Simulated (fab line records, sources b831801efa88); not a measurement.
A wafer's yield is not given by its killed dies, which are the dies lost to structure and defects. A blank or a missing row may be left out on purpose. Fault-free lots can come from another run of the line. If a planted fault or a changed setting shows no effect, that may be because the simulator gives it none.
The tool behind it: which one? || flow gf180mcu || 14 lots with 42 wafers sampled at 5 steps, on a route of 602 steps

## WHAT EACH GAUGE READ, for each wafer
GF_STI_BOW_MEAS_00.
{"lot": "L389", "measured": "day 1 10:02", "on": "filmMetro-02", "INCOMING_BOW (um)": "4 -9 -7"}
{"lot": "L390", "measured": "day 1 15:00", "on": "filmMetro-02", "INCOMING_BOW (um)": "2 -4 -1"}
{"lot": "L391", "measured": "day 1 20:01", "on": "filmMetro-04", "INCOMING_BOW (um)": "-1 6 3"}
{"lot": "L393", "measured": "day 2 06:01", "on": "filmMetro-01", "INCOMING_BOW (um)": "13 3 2"}
{"lot": "L394", "measured": "day 2 11:00", "on": "filmMetro-01", "INCOMING_BOW (um)": "5 -2 -3"}
{"lot": "L396", "measured": "day 2 21:00", "on": "filmMetro-02", "INCOMING_BOW (um)": "10 17 7"}
{"lot": "L397", "measured": "day 3 02:00", "on": "filmMetro-04", "INCOMING_BOW (um)": "-7 1 -3"}
{"lot": "L398", "measured": "day 3 07:00", "on": "filmMetro-02", "INCOMING_BOW (um)": "0 3 -3"}
{"lot": "L399", "measured": "day 3 12:00", "on": "filmMetro-04", "INCOMING_BOW (um)": "-5 8 7"}
{"lot": "L402", "measured": "day 4 03:00", "on": "filmMetro-02", "INCOMING_BOW (um)": "-7 5 2"}
{"lot": "L403", "measured": "day 4 08:00", "on": "filmMetro-01", "INCOMING_BOW (um)": "-1 8 -13"}
{"lot": "L404", "measured": "day 4 13:00", "on": "filmMetro-01", "INCOMING_BOW (um)": "7 -8 -5"}
{"lot": "L410", "measured": "day 5 19:00", "on": "filmMetro-04", "INCOMING_BOW (um)": "3 2 -5"}
{"lot": "L411", "measured": "day 6 00:00", "on": "filmMetro-02", "INCOMING_BOW (um)": "3 -1 9"}

GF_STI_THK_MEAS_30.
{"lot": "L389", "measured": "day 2 06:20", "on": "filmMetro-02", "STI_OXIDATION_02_THK (nm)": "9.95 10.12 10.14"}
{"lot": "L390", "measured": "day 2 12:38", "on": "filmMetro-01", "STI_OXIDATION_02_THK (nm)": "10.00 9.77 9.87"}
{"lot": "L391", "measured": "day 2 17:05", "on": "filmMetro-02", "STI_OXIDATION_02_THK (nm)": "9.68 9.92 10.14"}
{"lot": "L393", "measured": "day 3 03:41", "on": "filmMetro-02", "STI_OXIDATION_02_THK (nm)": "10.16 9.85 10.03"}
{"lot": "L394", "measured": "day 3 08:44", "on": "filmMetro-01", "STI_OXIDATION_02_THK (nm)": "9.79 9.99 9.84"}
{"lot": "L396", "measured": "day 3 17:44", "on": "filmMetro-01", "STI_OXIDATION_02_THK (nm)": "10.11 10.07 10.02"}
{"lot": "L397", "measured": "day 3 23:39", "on": "filmMetro-04", "STI_OXIDATION_02_THK (nm)": "9.91 9.91 9.79"}
{"lot": "L398", "measured": "day 4 06:01", "on": "filmMetro-04", "STI_OXIDATION_02_THK (nm)": "9.74 10.05 9.84"}
{"lot": "L399", "measured": "day 4 09:19", "on": "filmMetro-02", "STI_OXIDATION_02_THK (nm)": "10.06 10.08 9.94"}
{"lot": "L402", "measured": "day 5 02:19", "on": "filmMetro-02", "STI_OXIDATION_02_THK (nm)": "9.66 9.61 9.53"}
{"lot": "L403", "measured": "day 5 06:17", "on": "filmMetro-01", "STI_OXIDATION_02_THK (nm)": "12.46 12.58 12.44"}
{"lot": "L404", "measured": "day 5 10:55", "on": "filmMetro-02", "STI_OXIDATION_02_THK (nm)": "12.63 12.76 12.60"}
{"lot": "L410", "measured": "day 6 19:11", "on": "filmMetro-04", "STI_OXIDATION_02_THK (nm)": "10.35 10.24 10.45"}
{"lot": "L411", "measured": "day 7 01:16", "on": "filmMetro-02", "STI_OXIDATION_02_THK (nm)": "10.25 10.42 10.17"}

GF_HV_LDD_CD_MEAS_07: the cd target is 400 nm.
{"lot": "L389", "measured": "day 10 02:44", "on": "cdSem-01", "cdNm (nm)": "398.7 397.6 397.7"}
{"lot": "L390", "measured": "day 10 13:17", "on": "cdSem-02", "cdNm (nm)": "399.5 398.8 397.9"}
{"lot": "L391", "measured": "day 10 17:14", "on": "cdSem-02", "cdNm (nm)": "401.1 399.2 401.9"}
{"lot": "L393", "measured": "day 11 14:04", "on": "cdSem-01", "cdNm (nm)": "398.9 397.5 399.4"}
{"lot": "L394", "measured": "day 11 14:28", "on": "cdSem-02", "cdNm (nm)": "403.5 402.7 404.2"}
{"lot": "L396", "measured": "day 12 11:29", "on": "cdSem-01", "cdNm (nm)": "399.6 400.0 400.0"}
{"lot": "L397", "measured": "day 12 11:43", "on": "cdSem-02", "cdNm (nm)": "400.2 396.6 398.6"}
{"lot": "L398", "measured": "day 13 02:28", "on": "cdSem-01", "cdNm (nm)": "399.4 400.2 398.4"}
{"lot": "L399", "measured": "day 13 02:10", "on": "cdSem-01", "cdNm (nm)": "400.8 399.4 400.9"}
{"lot": "L402", "measured": "day 14 06:22", "on": "cdSem-01", "cdNm (nm)": "401.4 398.8 399.7"}
{"lot": "L403", "measured": "day 14 09:31", "on": "cdSem-01", "cdNm (nm)": "401.3 400.4 401.1"}
{"lot": "L404", "measured": "day 14 15:07", "on": "cdSem-01", "cdNm (nm)": "399.5 400.5 400.5"}
{"lot": "L410", "measured": "day 16 09:34", "on": "cdSem-01", "cdNm (nm)": "400.9 402.9 401.0"}
{"lot": "L411", "measured": "day 17 06:28", "on": "cdSem-01", "cdNm (nm)": "395.8 398.8 397.4"}

GF_HV_LDD_OVL_MEAS_47.
{"lot": "L389", "measured": "day 12 10:36", "on": "overlay-01", "HV_LDD_03_OVL (nm)": "0.1 -0.3 2.5"}
{"lot": "L390", "measured": "day 12 22:44", "on": "overlay-01", "HV_LDD_03_OVL (nm)": "-4.5 -2.7 -2.9"}
{"lot": "L391", "measured": "day 13 02:04", "on": "overlay-02", "HV_LDD_03_OVL (nm)": "-0.3 -1.3 1.9"}
{"lot": "L393", "measured": "day 14 01:48", "on": "overlay-01", "HV_LDD_03_OVL (nm)": "0.2 0.3 -1.2"}
{"lot": "L394", "measured": "day 14 02:35", "on": "overlay-01", "HV_LDD_03_OVL (nm)": "1.3 -0.1 1.3"}
{"lot": "L396", "measured": "day 15 02:47", "on": "overlay-02", "HV_LDD_03_OVL (nm)": "1.9 0.7 2.1"}
{"lot": "L397", "measured": "day 15 03:41", "on": "overlay-02", "HV_LDD_03_OVL (nm)": "-1.4 0.8 -1.2"}
{"lot": "L398", "measured": "day 15 17:46", "on": "overlay-02", "HV_LDD_03_OVL (nm)": "0.6 2.3 -0.3"}
{"lot": "L399", "measured": "day 15 17:05", "on": "overlay-02", "HV_LDD_03_OVL (nm)": "1.1 5.3 2.5"}
{"lot": "L402", "measured": "day 17 01:14", "on": "overlay-01", "HV_LDD_03_OVL (nm)": "-1.7 -1.9 -1.1"}
{"lot": "L403", "measured": "day 17 04:08", "on": "overlay-01", "HV_LDD_03_OVL (nm)": "1.0 2.1 0.2"}
{"lot": "L404", "measured": "day 17 12:06", "on": "overlay-01", "HV_LDD_03_OVL (nm)": "-0.3 -0.5 -1.0"}
{"lot": "L410", "measured": "day 19 10:00", "on": "overlay-02", "HV_LDD_03_OVL (nm)": "2.3 3.2 2.0"}
{"lot": "L411", "measured": "day 20 06:56", "on": "overlay-02", "HV_LDD_03_OVL (nm)": "3.5 2.0 1.2"}

## WHAT TOOL EACH LOT RAN ON (gives the tool, then ch and the chambers of the sampled wafers, and finally the start)
{"lot": "L389", "GF_STI_OXIDATION_29": "furnace-02 ch 0, day 2 04:55"}
{"lot": "L390", "GF_STI_OXIDATION_29": "furnace-02 ch 0, day 2 11:14"}
{"lot": "L391", "GF_STI_OXIDATION_29": "furnace-01 ch 0, day 2 15:41"}
{"lot": "L393", "GF_STI_OXIDATION_29": "furnace-01 ch 0, day 3 02:17"}
{"lot": "L394", "GF_STI_OXIDATION_29": "furnace-02 ch 0, day 3 07:20"}
{"lot": "L396", "GF_STI_OXIDATION_29": "furnace-02 ch 0, day 3 16:20"}
{"lot": "L397", "GF_STI_OXIDATION_29": "furnace-01 ch 0, day 3 22:16"}
{"lot": "L398", "GF_STI_OXIDATION_29": "furnace-02 ch 0, day 4 04:37"}
{"lot": "L399", "GF_STI_OXIDATION_29": "furnace-02 ch 0, day 4 07:56"}
{"lot": "L402", "GF_STI_OXIDATION_29": "furnace-01 ch 0, day 5 00:55"}
{"lot": "L403", "GF_STI_OXIDATION_29": "furnace-02 ch 0, day 5 04:53"}
{"lot": "L404", "GF_STI_OXIDATION_29": "furnace-02 ch 0, day 5 09:31"}
{"lot": "L410", "GF_STI_OXIDATION_29": "furnace-01 ch 0, day 6 17:47"}
{"lot": "L411", "GF_STI_OXIDATION_29": "furnace-01 ch 0, day 6 23:52"}
- GF_STI_OXIDATION_29: stabilise 600 s, purge 300 s, target thk 10 nm.

## WHAT THE TOOLS THEMSELVES READ (means of the sampled wafers that have a number; where no wafer has one, the mark that the record gives instead)
GF_STI_OXIDATION_29.
{"lot": "L389", "tool": "furnace-02", "spikeTcBottomC (C)": 921, "spikeTcCentreC (C)": 901.9, "spikeTcLowerC (C)": 901.0, "spikeTcTopC (C)": 917, "spikeTcUpperC (C)": 901.9, "zonePowerLowerPct (%)": 18.51}
{"lot": "L390", "tool": "furnace-02", "spikeTcBottomC (C)": 922, "spikeTcCentreC (C)": 901.8, "spikeTcLowerC (C)": 901.1, "spikeTcTopC (C)": 917, "spikeTcUpperC (C)": 901.6, "zonePowerLowerPct (%)": 18.55}
{"lot": "L391", "tool": "furnace-01", "spikeTcBottomC (C)": 915, "spikeTcCentreC (C)": 898.9, "spikeTcLowerC (C)": 901.1, "spikeTcTopC (C)": 910, "spikeTcUpperC (C)": 898.3, "zonePowerLowerPct (%)": 18.49}
{"lot": "L393", "tool": "furnace-01", "spikeTcBottomC (C)": 914, "spikeTcCentreC (C)": 898.2, "spikeTcLowerC (C)": 901.4, "spikeTcTopC (C)": 909, "spikeTcUpperC (C)": 898.8, "zonePowerLowerPct (%)": 18.51}
{"lot": "L394", "tool": "furnace-02", "spikeTcBottomC (C)": 921, "spikeTcCentreC (C)": 902.2, "spikeTcLowerC (C)": 901.8, "spikeTcTopC (C)": 917, "spikeTcUpperC (C)": 901.7, "zonePowerLowerPct (%)": 18.51}
{"lot": "L396", "tool": "furnace-02", "spikeTcBottomC (C)": 922, "spikeTcCentreC (C)": 903.5, "spikeTcLowerC (C)": 901.1, "spikeTcTopC (C)": 917, "spikeTcUpperC (C)": 901.4, "zonePowerLowerPct (%)": 18.62}
{"lot": "L397", "tool": "furnace-01", "spikeTcBottomC (C)": 916, "spikeTcCentreC (C)": 898.8, "spikeTcLowerC (C)": 900.7, "spikeTcTopC (C)": 910, "spikeTcUpperC (C)": 899.4, "zonePowerLowerPct (%)": 18.45}
{"lot": "L398", "tool": "furnace-02", "spikeTcBottomC (C)": 922, "spikeTcCentreC (C)": 902.4, "spikeTcLowerC (C)": 901.5, "spikeTcTopC (C)": 916, "spikeTcUpperC (C)": 901.2, "zonePowerLowerPct (%)": 18.71}
{"lot": "L399", "tool": "furnace-02", "spikeTcBottomC (C)": 922, "spikeTcCentreC (C)": 901.4, "spikeTcLowerC (C)": 901.1, "spikeTcTopC (C)": 917, "spikeTcUpperC (C)": 900.9, "zonePowerLowerPct (%)": 18.56}
{"lot": "L402", "tool": "furnace-01", "spikeTcBottomC (C)": 915, "spikeTcCentreC (C)": 899.1, "spikeTcLowerC (C)": 901.5, "spikeTcTopC (C)": 909, "spikeTcUpperC (C)": 900.0, "zonePowerLowerPct (%)": 18.41}
{"lot": "L403", "tool": "furnace-02", "spikeTcBottomC (C)": 943, "spikeTcCentreC (C)": 925.2, "spikeTcLowerC (C)": 923.5, "spikeTcTopC (C)": 939, "spikeTcUpperC (C)": 923.8, "zonePowerLowerPct (%)": 19.82}
{"lot": "L404", "tool": "furnace-02", "spikeTcBottomC (C)": 944, "spikeTcCentreC (C)": 924.9, "spikeTcLowerC (C)": 923.3, "spikeTcTopC (C)": 938, "spikeTcUpperC (C)": 923.4, "zonePowerLowerPct (%)": 19.72}
{"lot": "L410", "tool": "furnace-01", "spikeTcBottomC (C)": 914, "spikeTcCentreC (C)": 899.1, "spikeTcLowerC (C)": 901.3, "spikeTcTopC (C)": 909, "spikeTcUpperC (C)": 898.4, "zonePowerLowerPct (%)": 18.28}
{"lot": "L411", "tool": "furnace-01", "spikeTcBottomC (C)": 916, "spikeTcCentreC (C)": 897.8, "spikeTcLowerC (C)": 901.3, "spikeTcTopC (C)": 910, "spikeTcUpperC (C)": 898.7, "zonePowerLowerPct (%)": 18.31}

## THE ANSWER, worked out from the rows above alone
Rule: the lots themselves supply what counts as usual. The widest of any qualifying gaps counts: lots, ordered by their means at a reading, are off when they make up no more than a third of the lots, leave a main group of 4 or more, and stand apart from it by 3 or more times the standard deviation of that group's means. A main group whose means are all the same, to the digits that the tables above print for the reading, isn't used. A lot without any number at a reading at which 4 lots or more have one is off too. The other lots that the step has rows for count as sound. The gauges are gone through in route order, then the tools' own readings, and for those a lot's mean is taken as printed above. The first step at which some lot is off is used, and at that step the reading that is off furthest; a lot without a number counts as furthest.
Off: L403, L404, at GF_STI_THK_MEAS_30 (STI_OXIDATION_02_THK). The main group: mean 9.98 nm, standard deviation 0.19.
If a tool, at a process step before that reading, ran all the lots that are off and no sound lot after the first of them, it fits. Not tried: the gauges at GF_STI_THK_MEAS_30; whatever is off there is also off at GF_STI_OXIDATION_29, on other tools, and gauge error can't account for it. One fits: furnace-02 at GF_STI_OXIDATION_29. Its last sound lot is L399 (day 4 07:56), its first lot that is off L403 (day 5 04:53): a fault that began between those two fits.
The tool's own readings at GF_STI_OXIDATION_29 bear it out: on the lots that are off they differ by more than 5 times the standard deviation of the sound lots' means. spikeTcBottomC reads 944 C there against 918 C on the sound lots; spikeTcCentreC reads 925.0 C there against 900.4 C on the sound lots; spikeTcLowerC reads 923.4 C there against 901.2 C on the sound lots; spikeTcTopC reads 938 C there against 913 C on the sound lots; spikeTcUpperC reads 923.6 C there against 900.2 C on the sound lots; zonePowerLowerPct reads 19.77 % there against 18.49 % on the sound lots.

## WHAT HAD BEEN PUT IN BY THE SIMULATOR
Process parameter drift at GF_STI_OXIDATION_29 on furnace-02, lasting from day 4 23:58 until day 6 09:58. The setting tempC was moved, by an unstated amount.
Lots struck among those shown: L403, L404. This agrees with what the rule above found.
